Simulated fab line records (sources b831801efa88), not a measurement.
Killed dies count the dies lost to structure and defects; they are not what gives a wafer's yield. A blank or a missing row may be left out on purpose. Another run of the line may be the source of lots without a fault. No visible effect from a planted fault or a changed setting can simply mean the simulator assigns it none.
Which tool is to blame? :: flow gf180mcu :: 13 lots with 39 wafers sampled at 6 steps, on a route of 602 steps

## WHAT THE GAUGES SHOWED, per wafer
GF_VT_IMPLANT_OVL_MEAS_40. Usual: VT_IMPLANT_03_OVL 0.4 nm, standard deviation 1.1.
lot: L623
measured: day 7 18:46
on: overlay-01
VT_IMPLANT_03_OVL (nm): 1.2 -0.7 -1.5
flag: 

lot: L625
measured: day 8 11:07
on: overlay-01
VT_IMPLANT_03_OVL (nm): 1.3 -0.6 0.6
flag: 

lot: L627
measured: day 9 04:43
on: overlay-01
VT_IMPLANT_03_OVL (nm): 1.2 0.2 1.3
flag: 

lot: L631
measured: day 10 04:05
on: overlay-01
VT_IMPLANT_03_OVL (nm): - - -
flag: OFF

lot: L634
measured: day 11 03:15
on: overlay-01
VT_IMPLANT_03_OVL (nm): 0.3 0.1 -1.1
flag: 

lot: L638
measured: day 12 06:55
on: overlay-02
VT_IMPLANT_03_OVL (nm): 0.3 1.1 1.6
flag: 

lot: L639
measured: day 12 15:43
on: overlay-01
VT_IMPLANT_03_OVL (nm): 2.7 1.4 -0.2
flag: 

lot: L640
measured: day 12 23:58
on: overlay-02
VT_IMPLANT_03_OVL (nm): -0.3 -0.5 -0.1
flag: 

lot: L641
measured: day 13 07:51
on: overlay-02
VT_IMPLANT_03_OVL (nm): 0.4 1.3 -0.1
flag: 

lot: L642
measured: day 13 12:28
on: overlay-02
VT_IMPLANT_03_OVL (nm): 0.7 -1.1 -0.5
flag: 

lot: L643
measured: day 13 19:43
on: overlay-02
VT_IMPLANT_03_OVL (nm): 1.2 3.7 1.1
flag: 

lot: L644
measured: day 14 00:39
on: overlay-01
VT_IMPLANT_03_OVL (nm): 0.5 1.1 1.8
flag: 

lot: L645
measured: day 14 10:43
on: overlay-01
VT_IMPLANT_03_OVL (nm): 3.4 2.6 0.9
flag: 

GF_VT_IMPLANT_TW_MEAS_43. Usual: VT_IMPLANT_4_TW 690, standard deviation 5.2.
lot: L623
measured: day 7 19:03
on: filmMetro-04
VT_IMPLANT_4_TW: 685 688 688
flag: 

lot: L625
measured: day 8 11:23
on: filmMetro-01
VT_IMPLANT_4_TW: 691 690 690
flag: 

lot: L627
measured: day 9 05:00
on: filmMetro-04
VT_IMPLANT_4_TW: 687 685 680
flag: 

lot: L631
measured: day 10 04:22
on: filmMetro-04
VT_IMPLANT_4_TW: 30 30 30
flag: OFF

lot: L634
measured: day 11 03:32
on: filmMetro-04
VT_IMPLANT_4_TW: 684 685 682
flag: 

lot: L638
measured: day 12 07:13
on: filmMetro-04
VT_IMPLANT_4_TW: 689 686 687
flag: 

lot: L639
measured: day 12 16:01
on: filmMetro-04
VT_IMPLANT_4_TW: 689 689 690
flag: 

lot: L640
measured: day 13 00:15
on: filmMetro-01
VT_IMPLANT_4_TW: 695 699 695
flag: 

lot: L641
measured: day 13 08:08
on: filmMetro-01
VT_IMPLANT_4_TW: 697 694 697
flag: 

lot: L642
measured: day 13 12:46
on: filmMetro-04
VT_IMPLANT_4_TW: 683 680 681
flag: 

lot: L643
measured: day 13 20:01
on: filmMetro-01
VT_IMPLANT_4_TW: 696 694 698
flag: 

lot: L644
measured: day 14 00:56
on: filmMetro-02
VT_IMPLANT_4_TW: 692 691 689
flag: 

lot: L645
measured: day 14 11:00
on: filmMetro-01
VT_IMPLANT_4_TW: 695 697 695
flag: 

GF_SAB_THK_MEAS_01. Usual: SAB_CVD_00_THK 49.2 nm, standard deviation 0.65.
lot: L623
measured: day 14 21:14
on: filmMetro-02
SAB_CVD_00_THK (nm): 48.3 48.9 49.1
flag: 

lot: L625
measured: day 15 21:04
on: filmMetro-04
SAB_CVD_00_THK (nm): 47.4 48.7 49.2
flag: 

lot: L627
measured: day 16 16:01
on: filmMetro-04
SAB_CVD_00_THK (nm): 48.5 48.4 49.7
flag: 

lot: L634
measured: day 19 01:34
on: filmMetro-04
SAB_CVD_00_THK (nm): 49.6 49.1 49.8
flag: 

lot: L638
measured: day 20 08:52
on: filmMetro-03
SAB_CVD_00_THK (nm): 49.0 49.7 49.4
flag: 

lot: L639
measured: day 20 20:35
on: filmMetro-02
SAB_CVD_00_THK (nm): 50.3 48.3 50.9
flag: 

lot: L640
measured: day 21 04:54
on: filmMetro-02
SAB_CVD_00_THK (nm): 49.3 48.4 49.3
flag: 

lot: L641
measured: day 21 12:17
on: filmMetro-03
SAB_CVD_00_THK (nm): 49.4 49.7 50.5
flag: 

lot: L642
measured: day 21 21:19
on: filmMetro-04
SAB_CVD_00_THK (nm): 48.9 50.4 49.6
flag: 

lot: L643
measured: day 22 03:39
on: filmMetro-04
SAB_CVD_00_THK (nm): 49.9 49.1 49.4
flag: 

lot: L644
measured: day 22 12:10
on: filmMetro-03
SAB_CVD_00_THK (nm): 49.0 48.8 49.2
flag: 

lot: L645
measured: day 23 00:10
on: filmMetro-04
SAB_CVD_00_THK (nm): 49.6 49.5 49.7
flag: 

GF_CONTACT_THK_MEAS_01. Usual: CONTACT_CVD_00_THK 300 nm, standard deviation 3.4.
lot: L623
measured: day 15 19:44
on: filmMetro-03
CONTACT_CVD_00_THK (nm): 305 304 304
flag: 

lot: L625
measured: day 16 20:29
on: filmMetro-01
CONTACT_CVD_00_THK (nm): 300 306 304
flag: 

lot: L627
measured: day 17 16:41
on: filmMetro-02
CONTACT_CVD_00_THK (nm): 297 299 301
flag: 

lot: L634
measured: day 20 03:06
on: filmMetro-03
CONTACT_CVD_00_THK (nm): 296 296 298
flag: 

lot: L638
measured: day 21 10:15
on: filmMetro-01
CONTACT_CVD_00_THK (nm): 298 297 298
flag: 

lot: L639
measured: day 21 21:29
on: filmMetro-03
CONTACT_CVD_00_THK (nm): 298 299 301
flag: 

lot: L640
measured: day 22 05:50
on: filmMetro-02
CONTACT_CVD_00_THK (nm): 297 300 299
flag: 

lot: L641
measured: day 22 13:11
on: filmMetro-02
CONTACT_CVD_00_THK (nm): 293 298 296
flag: 

lot: L642
measured: day 22 21:45
on: filmMetro-02
CONTACT_CVD_00_THK (nm): 293 297 295
flag: 

lot: L643
measured: day 23 04:25
on: filmMetro-01
CONTACT_CVD_00_THK (nm): 302 299 298
flag: 

lot: L644
measured: day 24 02:27
on: filmMetro-02
CONTACT_CVD_00_THK (nm): 299 301 304
flag: 

lot: L645
measured: day 24 02:52
on: filmMetro-01
CONTACT_CVD_00_THK (nm): 302 297 303
flag: 

## TOOL THAT RAN EACH LOT (tool first, then ch and the chambers of the sampled wafers, then the start)
lot: L623
GF_VT_IMPLANT_STRIP_09: plasmaAsher-04 ch 0,1, day 5 19:20
GF_VT_IMPLANT_EXPOSE_37: ilineStepper-01 ch 0, day 7 10:41

lot: L625
GF_VT_IMPLANT_STRIP_09: plasmaAsher-01 ch 0, day 6 10:11
GF_VT_IMPLANT_EXPOSE_37: ilineStepper-01 ch 0, day 8 02:59

lot: L627
GF_VT_IMPLANT_STRIP_09: plasmaAsher-01 ch 0,1, day 7 01:06
GF_VT_IMPLANT_EXPOSE_37: ilineStepper-01 ch 0, day 8 19:22

lot: L631
GF_VT_IMPLANT_STRIP_09: plasmaAsher-04 ch 0,1, day 7 20:32
GF_VT_IMPLANT_EXPOSE_37: ilineStepper-01 ch 0, day 9 18:32

lot: L634
GF_VT_IMPLANT_STRIP_09: plasmaAsher-02 ch 0,1, day 8 18:02
GF_VT_IMPLANT_EXPOSE_37: ilineStepper-02 ch 0, day 10 18:22

lot: L638
GF_VT_IMPLANT_STRIP_09: plasmaAsher-01 ch 0,1, day 9 20:37
GF_VT_IMPLANT_EXPOSE_37: ilineStepper-02 ch 0, day 11 21:08

lot: L639
GF_VT_IMPLANT_STRIP_09: plasmaAsher-04 ch 0,1, day 10 04:59
GF_VT_IMPLANT_EXPOSE_37: ilineStepper-02 ch 0, day 12 05:14

lot: L640
GF_VT_IMPLANT_STRIP_09: plasmaAsher-01 ch 0,1, day 10 13:11
GF_VT_IMPLANT_EXPOSE_37: ilineStepper-02 ch 0, day 12 14:14

lot: L641
GF_VT_IMPLANT_STRIP_09: plasmaAsher-04 ch 0,1, day 10 20:42
GF_VT_IMPLANT_EXPOSE_37: ilineStepper-02 ch 0, day 12 21:55

lot: L642
GF_VT_IMPLANT_STRIP_09: plasmaAsher-02 ch 0,1, day 11 01:17
GF_VT_IMPLANT_EXPOSE_37: ilineStepper-02 ch 0, day 13 02:48

lot: L643
GF_VT_IMPLANT_STRIP_09: plasmaAsher-04 ch 0,1, day 11 08:18
GF_VT_IMPLANT_EXPOSE_37: ilineStepper-01 ch 0, day 13 10:04

lot: L644
GF_VT_IMPLANT_STRIP_09: plasmaAsher-02 ch 0,1, day 11 12:53
GF_VT_IMPLANT_EXPOSE_37: ilineStepper-02 ch 0, day 13 14:23

lot: L645
GF_VT_IMPLANT_STRIP_09: plasmaAsher-02 ch 0,1, day 11 20:36
GF_VT_IMPLANT_EXPOSE_37: ilineStepper-01 ch 0, day 14 00:29
- GF_VT_IMPLANT_STRIP_09: strips in O2/N2.
- GF_VT_IMPLANT_EXPOSE_37: exposes mask Nwell HV AREA, target cd 860 nm.

## WHAT THE TOOLS THEMSELVES READ (means of the sampled wafers that have a number; where no wafer has one, the mark that the record gives instead)
GF_VT_IMPLANT_STRIP_09. Usual: drypumpMotorCurrentA 5.6 A, standard deviation 0.44; heaterPowerW 345 W, standard deviation 48; oesProductAu 0.716 a.u., standard deviation 0.0043; stripTimeToEndpointS 12.65 s, standard deviation 0.038.
lot: L623
tool: plasmaAsher-04
drypumpMotorCurrentA (A): 5.2
heaterPowerW (W): 357
oesProductAu (a.u.): 0.715
stripTimeToEndpointS (s): 12.63
flag: 

lot: L625
tool: plasmaAsher-01
drypumpMotorCurrentA (A): 5.2
heaterPowerW (W): 314
oesProductAu (a.u.): 0.715
stripTimeToEndpointS (s): 12.67
flag: 

lot: L627
tool: plasmaAsher-01
drypumpMotorCurrentA (A): 5.5
heaterPowerW (W): 340
oesProductAu (a.u.): 0.716
stripTimeToEndpointS (s): 12.64
flag: 

lot: L631
tool: plasmaAsher-04
drypumpMotorCurrentA (A): 5.6
heaterPowerW (W): 329
oesProductAu (a.u.): 0.718
stripTimeToEndpointS (s): 12.65
flag: 

lot: L634
tool: plasmaAsher-02
drypumpMotorCurrentA (A): 6.0
heaterPowerW (W): 340
oesProductAu (a.u.): 0.715
stripTimeToEndpointS (s): 12.62
flag: 

lot: L638
tool: plasmaAsher-01
drypumpMotorCurrentA (A): 5.5
heaterPowerW (W): 334
oesProductAu (a.u.): 0.718
stripTimeToEndpointS (s): 12.61
flag: 

lot: L639
tool: plasmaAsher-04
drypumpMotorCurrentA (A): 5.2
heaterPowerW (W): 364
oesProductAu (a.u.): 0.718
stripTimeToEndpointS (s): 12.65
flag: 

lot: L640
tool: plasmaAsher-01
drypumpMotorCurrentA (A): 5.5
heaterPowerW (W): 337
oesProductAu (a.u.): 0.717
stripTimeToEndpointS (s): 12.62
flag: 

lot: L641
tool: plasmaAsher-04
drypumpMotorCurrentA (A): 5.2
heaterPowerW (W): 359
oesProductAu (a.u.): 0.717
stripTimeToEndpointS (s): 12.60
flag: 

lot: L642
tool: plasmaAsher-02
drypumpMotorCurrentA (A): 5.9
heaterPowerW (W): 379
oesProductAu (a.u.): 0.715
stripTimeToEndpointS (s): 12.65
flag: 

lot: L643
tool: plasmaAsher-04
drypumpMotorCurrentA (A): 5.6
heaterPowerW (W): 325
oesProductAu (a.u.): 0.718
stripTimeToEndpointS (s): 12.72
flag: 

lot: L644
tool: plasmaAsher-02
drypumpMotorCurrentA (A): 6.0
heaterPowerW (W): 333
oesProductAu (a.u.): 0.714
stripTimeToEndpointS (s): 12.67
flag: 

lot: L645
tool: plasmaAsher-02
drypumpMotorCurrentA (A): 5.9
heaterPowerW (W): 381
oesProductAu (a.u.): 0.712
stripTimeToEndpointS (s): 12.61
flag: 

## THE ANSWER, worked out from the rows above alone
Rule: a lot counts as off when the mean over its wafers that have a number is more than 3 standard deviations away from the usual mean. Also off: a lot with no number at a reading for which 4 or more lots have one. All remaining lots with rows at the step are treated as sound. The gauges are gone through in route order, then the tools' own readings, and for those a lot's mean is taken as printed above. The first step at which some lot is off is used, and at that step the reading that is off furthest; a lot without a number counts as furthest.
Off: L631, seen at GF_VT_IMPLANT_OVL_MEAS_40 (VT_IMPLANT_03_OVL). Without a number there: L631.
If a tool, at a process step before that reading, ran all the lots that are off and no sound lot after the first of them, it fits. Not tried: the gauges at GF_VT_IMPLANT_OVL_MEAS_40; whatever is off there is also off at GF_VT_IMPLANT_TW_MEAS_43, on other tools, and gauge error can't account for it. Not one of the candidates tried fits.

## WHAT THE SIMULATOR PUT IN
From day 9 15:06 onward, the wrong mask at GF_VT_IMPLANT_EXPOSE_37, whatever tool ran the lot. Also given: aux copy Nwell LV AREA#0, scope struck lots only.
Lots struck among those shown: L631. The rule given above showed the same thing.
